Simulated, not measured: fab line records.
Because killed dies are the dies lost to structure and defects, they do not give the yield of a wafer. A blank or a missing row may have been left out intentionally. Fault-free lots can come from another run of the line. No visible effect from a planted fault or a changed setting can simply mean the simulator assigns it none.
Which tool is to blame? :: flow sky130 :: 21 wafers from 7 lots sampled at 3 of the route's 708 steps

== WHAT EACH GAUGE READ, for each wafer ==
SKY_METAL3_CD_MEAS_13: target cd 300 nm.
lot: L427
measured: day 39 12:43
on: cd sem-01
cd nm (nm): 297.5 298.4 299.4

lot: L429
measured: day 40 05:19
on: cd sem-02
cd nm (nm): 300.5 299.5 298.9

lot: L430
measured: day 40 13:37
on: cd sem-01
cd nm (nm): 301.8 300.2 300.1

lot: L435
measured: day 41 23:31
on: cd sem-02
cd nm (nm): 371.9 369.9 370.6

lot: L440
measured: day 43 16:01
on: cd sem-02
cd nm (nm): 301.4 301.2 301.8

lot: L444
measured: day 45 01:18
on: cd sem-01
cd nm (nm): 302.0 301.6 301.5

lot: L447
measured: day 45 15:10
on: cd sem-02
cd nm (nm): 300.4 300.0 300.4

== TOOL THAT RAN EACH LOT (tool first, then ch and the chambers of the sampled wafers, then the start) ==
lot: L427
SKY_VIA2_CVD_21: cvd w-01 ch 0,1, day 37 06:19
SKY_METAL3_EXPOSE_10: krf scanner-02 ch 0, day 39 00:03

lot: L429
SKY_VIA2_CVD_21: cvd w-01 ch 0,1, day 38 01:15
SKY_METAL3_EXPOSE_10: krf scanner-01 ch 0, day 39 16:49

lot: L430
SKY_VIA2_CVD_21: cvd w-02 ch 0,1, day 38 08:41
SKY_METAL3_EXPOSE_10: krf scanner-02 ch 0, day 40 01:17

lot: L435
SKY_VIA2_CVD_21: cvd w-02 ch 0,1, day 39 20:40
SKY_METAL3_EXPOSE_10: krf scanner-01 ch 0, day 41 11:46

lot: L440
SKY_VIA2_CVD_21: cvd w-02 ch 0,1, day 41 15:35
SKY_METAL3_EXPOSE_10: krf scanner-02 ch 0, day 43 04:44

lot: L444
SKY_VIA2_CVD_21: cvd w-01 ch 0,1, day 43 02:02
SKY_METAL3_EXPOSE_10: krf scanner-02 ch 0, day 44 14:18

lot: L447
SKY_VIA2_CVD_21: cvd w-01 ch 0,1, day 43 16:41
SKY_METAL3_EXPOSE_10: krf scanner-02 ch 0, day 45 04:38
- SKY_VIA2_CVD_21: deposits W, target thk 420 nm, time 126.4 s.
- SKY_METAL3_EXPOSE_10: exposes mask MM3, target cd 300 nm.

== THE ANSWER, worked out from the rows above alone ==
Rule: the usual values come from the lots themselves. Put in order of their means at a reading, lots are off if they are a third of the lots or fewer, leave a main group of 4 or more, and stand apart from it by a gap of 3 or more times the standard deviation of the main group's means; of several such gaps the widest counts. Not used: any main group whose means are identical at the precision the tables above print for the reading. Also off: a lot with no number at a reading for which 4 or more lots have one. Where the step has rows for the other lots, those lots are counted as sound.
Off, at SKY_METAL3_CD_MEAS_13 on cd nm: L435. Main group: mean 300.4 nm, sd 1.1.
If a tool, at a process step before that reading, ran all the lots that are off and no sound lot after the first of them, it fits. Gauges at SKY_METAL3_CD_MEAS_13: tried the same way as those tools. One candidate fits, namely krf scanner-01 at SKY_METAL3_EXPOSE_10. Its last sound lot is L429 (day 39 16:49), its first lot that is off L435 (day 41 11:46): a fault that began between those two fits.

== WHAT THE SIMULATOR HAD INSERTED ==
Process parameters drifting: krf scanner-01 at SKY_METAL3_EXPOSE_10, beginning at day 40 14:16. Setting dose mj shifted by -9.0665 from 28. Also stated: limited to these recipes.
Shown lots that were struck: L435. This agrees with what the rule above found.
